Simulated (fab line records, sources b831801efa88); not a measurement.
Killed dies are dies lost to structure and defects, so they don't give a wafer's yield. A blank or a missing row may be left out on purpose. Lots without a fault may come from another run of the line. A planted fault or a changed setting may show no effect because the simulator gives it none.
Split-lot experiment | flow sky130 | 5 lots, 23 wafers read, on a route of 708 steps

THE SPLIT
At SKY_CONTACT_COAT_09 (resist thk 450 nm), the setting resist_thk_nm was moved away from the recipe's 450 nm on 5 of the 23 wafers read, by -4.9% to +3.9%. The other wafers ran this setting at the recipe's value.

FROM THE SPLIT TO THE READING: what the file shows between them, 6 steps
- SKY_CONTACT_EXPOSE_11: exposes mask CTM1, target cd 170 nm (also split here: dose_mj)
- SKY_CONTACT_PEB_12
- SKY_CONTACT_DEVELOP_13: develop time 60 s
- SKY_CONTACT_CD_MEAS_14: target cd 170 nm
- SKY_CONTACT_ETCH_16: etches BARC in N2/H2, stops on SiO2, time 45.9 s, target depth 60 nm
- SKY_CONTACT_ETCH_17: etches SiO2 in C4F8/O2/Ar, stops on Si3N4, target depth 340 nm

THE READING
KrF-thick_of_CONTACT_COAT_09.thk_nm (the simulator's own value, which no gauge read), in nm, at SKY_CONTACT_ETCH_18 (etches Si3N4 in CHF3/O2, stops on TiN, time 39 s, target depth 75 nm). The file gives no usual value for it. The 18 wafers here that ran the recipe average 239.2 nm, standard deviation 2.6 nm.

wafer  | tool, chamber at the split | resist_thk_nm as run, nm | against the recipe | KrF-thick_of_CONTACT_COAT_09.thk_nm, nm | against lot-mates on the recipe
L074.2 | litho_track-03, 0          | 450                      | recipe             | 240.1                                   | -
L074.4 | litho_track-03, 0          | 450                      | recipe             | 242.2                                   | -
L074.5 | litho_track-03, 0          | 450                      | recipe             | 235.8                                   | -
L076.1 | litho_track-04, 0          | 450                      | recipe             | 237                                     | -
L076.2 | litho_track-04, 0          | 450                      | recipe             | 235.4                                   | -
L076.4 | litho_track-04, 0          | 450                      | recipe             | 239.9                                   | -
L076.5 | litho_track-04, 0          | 450                      | recipe             | 237.2                                   | -
L076.6 | litho_track-04, 0          | 450                      | recipe             | 237.9                                   | -
L081.1 | litho_track-04, 0          | 450                      | recipe             | 237.2                                   | -
L081.2 | litho_track-04, 0          | 467.4                    | +3.9%              | 258.7                                   | +20.5
L081.3 | litho_track-04, 0          | 450                      | recipe             | 239.7                                   | -
L081.5 | litho_track-04, 0          | 467.4                    | +3.9%              | 256.9                                   | +18.7
L081.6 | litho_track-04, 0          | 450                      | recipe             | 237.7                                   | -
L083.1 | litho_track-02, 0          | 450                      | recipe             | 240.5                                   | -
L083.2 | litho_track-02, 0          | 450                      | recipe             | 238.7                                   | -
L083.3 | litho_track-02, 0          | 450                      | recipe             | 244.3                                   | -
L083.4 | litho_track-02, 0          | 450                      | recipe             | 242.6                                   | -
L083.6 | litho_track-02, 0          | 450                      | recipe             | 244.2                                   | -
L085.1 | litho_track-04, 0          | 428                      | -4.9%              | 214.6                                   | -23.0
L085.2 | litho_track-04, 0          | 428                      | -4.9%              | 219.6                                   | -18.0
L085.4 | litho_track-04, 0          | 450                      | recipe             | 237.4                                   | -
L085.5 | litho_track-04, 0          | 428                      | -4.9%              | 214.8                                   | -22.8
L085.6 | litho_track-04, 0          | 450                      | recipe             | 237.7                                   | -

THE FIT
A straight line over all 23 wafers: KrF-thick_of_CONTACT_COAT_09.thk_nm changes by +4.72 nm for each +1% of resist_thk_nm; r = +0.97; the points scatter about the line by 2.6 nm.
The same after taking each lot's own level away (the mean of its wafers on the recipe; 23 wafers): +4.58 nm for each +1%; r = +0.98; scatter 2 nm.
On that fit, the largest move of resist_thk_nm shifts the reading by 22 nm.
The lots' own levels span 237.48 to 242.06 nm, that is 1.7 times the standard deviation above.
So the lot-to-lot level changes the slope little: the two slopes agree.
Check: with one of the wafers moved furthest among these (-4.9%) left out of the fit, the line predicts -21.7 nm for it against its lot-mates. It came out at -23 nm against them.

OTHER SPLITS ON THESE WAFERS
These wafers also went through other splits before the reading. Each is held against what the fit with the lots' levels taken away leaves over:
other split on the same wafers                   | wafers away from the commonest value | r with KrF-thick_of_CONTACT_COAT_09.thk_nm (lot level and that fit taken away)
SKY_LOCAL_INTERCONNECT_DEVELOP_10 develop_time_s | 4                                    | +0.06
SKY_CONTACT_HDPCVD_02 time_s                     | 6                                    | +0.02
SKY_CONTACT_EXPOSE_11 dose_mj                    | 9                                    | -0.16

THE WHOLE CHAIN: every reading that the file lists as answering this split, in the file's order
step                 | what it does                                                         | reading                                                                              | change (the file's fit)              | r (the file's)
SKY_CONTACT_COAT_09  | resist thk 450 nm                                                    | KrF-thick_of_CONTACT_COAT_09.thk_nm (the simulator's own value, which no gauge read) | +4.47 nm for each +1% of the setting | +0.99
SKY_CONTACT_ETCH_18  | etches Si3N4 in CHF3/O2, stops on TiN, time 39 s, target depth 75 nm | KrF-thick_of_CONTACT_COAT_09.thk_nm (the simulator's own value, which no gauge read) | +4.62 nm for each +1% of the setting | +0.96
SKY_CONTACT_STRIP_19 | strips in O2/N2                                                      | strip_time_to_endpoint_s                                                             | withheld for each +1% of the setting | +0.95

THE FILE'S OWN FIT
KrF-thick_of_CONTACT_COAT_09.thk_nm changes by +4.62 nm for each +1% of resist_thk_nm, r = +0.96.
